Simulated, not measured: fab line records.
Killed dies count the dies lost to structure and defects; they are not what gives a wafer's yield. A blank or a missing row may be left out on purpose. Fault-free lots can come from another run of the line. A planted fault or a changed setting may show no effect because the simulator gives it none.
Which tool is to blame? | flow sky130 | 12 lots with 36 wafers sampled at 5 steps, on a route of 708 steps

WHAT THE GAUGES READ, wafer by wafer
SKY_SONOS_TUNNEL_CD_MEAS_07: target cd 410 nm.
lot  | measured     | on        | cd-nm (nm)
L694 | day 11 05:55 | cd-sem-02 | 407.5 408.3 405.9
L695 | day 11 13:31 | cd-sem-01 | 412.0 411.0 411.5
L698 | day 12 11:23 | cd-sem-01 | 410.6 410.7 411.7
L699 | day 12 21:55 | cd-sem-01 | 411.2 410.4 409.1
L707 | day 15 13:11 | cd-sem-02 | 411.4 408.9 408.3
L708 | day 15 19:23 | cd-sem-02 | 407.2 409.6 409.1
L711 | day 16 18:53 | cd-sem-02 | 405.1 407.5 407.4
L712 | day 17 03:50 | cd-sem-02 | 409.6 406.9 408.1
L713 | day 17 11:22 | cd-sem-01 | 407.9 407.5 409.0
L714 | day 17 23:55 | cd-sem-02 | 408.7 408.5 407.8
L715 | day 18 07:30 | cd-sem-01 | 411.7 411.0 411.7
L716 | day 18 22:14 | cd-sem-01 | 413.1 411.8 413.8

SKY_SONOS_ONO_THK_MEAS_03.
lot  | measured     | on            | SONOS_ONO_CVD_02_THK (nm)
L694 | day 11 09:43 | film-metro-04 | 10.50 10.38 10.57
L695 | day 11 17:34 | film-metro-03 | 10.67 10.79 10.72
L698 | day 12 22:28 | film-metro-01 | 11.97 11.92 11.92
L699 | day 13 09:48 | film-metro-03 | 12.05 12.05 11.92
L707 | day 16 01:17 | film-metro-03 | 10.39 10.49 10.64
L708 | day 16 01:17 | film-metro-01 | 10.56 10.50 10.64
L711 | day 16 21:58 | film-metro-03 | 10.40 10.31 10.36
L712 | day 17 09:38 | film-metro-01 | 10.35 10.51 10.60
L713 | day 17 17:09 | film-metro-04 | 10.62 10.58 10.62
L714 | day 18 03:29 | film-metro-01 | 10.52 10.58 10.54
L715 | day 18 14:23 | film-metro-03 | 10.61 10.59 10.57
L716 | day 19 15:19 | film-metro-04 | 10.60 10.64 10.60

WHAT TOOL EACH LOT RAN ON (gives the tool, then ch and the chambers of the sampled wafers, and finally the start)
lot  | SKY_NWELL_STRIP_25                   | SKY_VT_ADJUST_HVTP_STRIP_10          | SKY_SONOS_ONO_CVD_02
L694 | plasma-asher-03 ch 0,1, day 5 04:59  | plasma-asher-01 ch 0,1, day 5 23:39  | lpcvd-02 ch 0, day 11 08:38
L695 | plasma-asher-04 ch 0,1, day 5 12:23  | plasma-asher-03 ch 0,1, day 6 07:28  | lpcvd-02 ch 0, day 11 16:31
L698 | plasma-asher-04 ch 0,1, day 6 02:56  | plasma-asher-02 ch 0,1, day 6 22:40  | lpcvd-02 ch 1, day 12 21:23
L699 | plasma-asher-04 ch 0,1, day 6 11:05  | plasma-asher-03 ch 0,1, day 7 07:10  | lpcvd-02 ch 1, day 13 08:45
L707 | plasma-asher-04 ch 0,1, day 8 12:59  | plasma-asher-03 ch 0,1, day 9 11:11  | lpcvd-02 ch 1, day 16 00:14
L708 | plasma-asher-02 ch 0,1, day 8 17:56  | plasma-asher-01 ch 0,1, day 9 16:13  | lpcvd-02 ch 0, day 16 00:14
L711 | plasma-asher-03 ch 0,1, day 9 13:50  | plasma-asher-01 ch 0,1, day 10 13:02 | lpcvd-02 ch 1, day 16 20:54
L712 | plasma-asher-04 ch 0,1, day 9 20:54  | plasma-asher-01 ch 0,1, day 10 20:02 | lpcvd-02 ch 1, day 17 08:35
L713 | plasma-asher-03 ch 0,1, day 10 01:23 | plasma-asher-03 ch 0,1, day 11 01:14 | lpcvd-02 ch 1, day 17 16:06
L714 | plasma-asher-02 ch 0,1, day 10 11:13 | plasma-asher-03 ch 0,1, day 11 11:25 | lpcvd-02 ch 1, day 18 02:25
L715 | plasma-asher-04 ch 0,1, day 10 17:41 | plasma-asher-02 ch 0,1, day 11 18:36 | lpcvd-02 ch 1, day 18 13:19
L716 | plasma-asher-03 ch 0,1, day 11 05:05 | plasma-asher-03 ch 0,1, day 12 06:07 | lpcvd-02 ch 1, day 19 14:16
- SKY_NWELL_STRIP_25: strips in O2/N2.
- SKY_VT_ADJUST_HVTP_STRIP_10: strips in O2/N2.
- SKY_SONOS_ONO_CVD_02: deposits Si3N4 from DCS/NH3, target thk 10.5 nm, time 180 s.

WHAT THE TOOLS THEMSELVES READ (means of the sampled wafers that have a number; where no wafer has one, the mark that the record gives instead)
SKY_NWELL_STRIP_25.
lot  | tool            | drypump-motor-current-A (A) | n2-flow-sccm (sccm) | oes-product-au (a.u.) | strip-time-to-endpoint-s (s)
L694 | plasma-asher-03 | 6.2                         | 300.5               | 0.725                 | 36.78
L695 | plasma-asher-04 | 5.8                         | 300.4               | 0.721                 | 36.83
L698 | plasma-asher-04 | 5.8                         | 299.0               | 0.724                 | 36.82
L699 | plasma-asher-04 | 5.7                         | 301.0               | 0.724                 | 36.87
L707 | plasma-asher-04 | 5.7                         | 300.4               | 0.721                 | 36.87
L708 | plasma-asher-02 | 5.7                         | 299.2               | 0.720                 | 36.86
L711 | plasma-asher-03 | 6.1                         | 300.6               | 0.723                 | 36.76
L712 | plasma-asher-04 | 5.7                         | 300.3               | 0.725                 | 36.93
L713 | plasma-asher-03 | 6.1                         | 301.0               | 0.721                 | 36.94
L714 | plasma-asher-02 | 5.7                         | 299.5               | 0.724                 | 36.75
L715 | plasma-asher-04 | 6.2                         | 299.7               | 0.722                 | 36.90
L716 | plasma-asher-03 | 5.9                         | 300.4               | 0.720                 | 36.82

SKY_VT_ADJUST_HVTP_STRIP_10.
lot  | tool            | drypump-motor-current-A (A) | n2-flow-sccm (sccm) | oes-product-au (a.u.) | strip-time-to-endpoint-s (s)
L694 | plasma-asher-01 | 5.9                         | 299.4               | 0.715                 | 14.24
L695 | plasma-asher-03 | 5.9                         | 300.4               | 0.715                 | 14.16
L698 | plasma-asher-02 | 5.8                         | 300.1               | 0.714                 | 14.20
L699 | plasma-asher-03 | 6.1                         | 299.9               | 0.716                 | 14.19
L707 | plasma-asher-03 | 6.1                         | 301.1               | 0.715                 | 14.12
L708 | plasma-asher-01 | 5.6                         | 299.8               | 0.715                 | 14.14
L711 | plasma-asher-01 | 5.6                         | 299.6               | 0.714                 | 14.17
L712 | plasma-asher-01 | 6.0                         | 299.2               | 0.712                 | 14.21
L713 | plasma-asher-03 | 5.9                         | 300.8               | 0.716                 | 14.13
L714 | plasma-asher-03 | 5.9                         | 300.1               | 0.718                 | 14.18
L715 | plasma-asher-02 | 5.8                         | 299.7               | 0.714                 | 14.20
L716 | plasma-asher-03 | 5.9                         | 300.1               | 0.719                 | 14.19

THE ANSWER, worked out from the rows above alone
Rule: the lots themselves supply what counts as usual. Put in order of their means at a reading, lots are off if they are a third of the lots or fewer, leave a main group of 4 or more, and stand apart from it by a gap of 3 or more times the standard deviation of the main group's means; of several such gaps the widest counts. Not used: any main group whose means are identical at the precision the tables above print for the reading. Also off: a lot with no number at a reading for which 4 or more lots have one. All remaining lots with rows at the step are treated as sound. The gauges are gone through in route order, then the tools' own readings, and for those a lot's mean is taken as printed above. At the first step where some lot is off, the reading lying furthest off is the one used; lots without a number count as furthest.
Off: L698, L699, at SKY_SONOS_ONO_THK_MEAS_03 (SONOS_ONO_CVD_02_THK). For the main group the mean is 10.55 nm and the standard deviation 0.094.
A tool fits if, at a process step before that reading, it ran every lot that is off, and no sound lot after the first of them. Gauges at SKY_SONOS_ONO_THK_MEAS_03: tried the same way as those tools. No candidate that was tried fits.

WHAT HAD BEEN PUT IN BY THE SIMULATOR
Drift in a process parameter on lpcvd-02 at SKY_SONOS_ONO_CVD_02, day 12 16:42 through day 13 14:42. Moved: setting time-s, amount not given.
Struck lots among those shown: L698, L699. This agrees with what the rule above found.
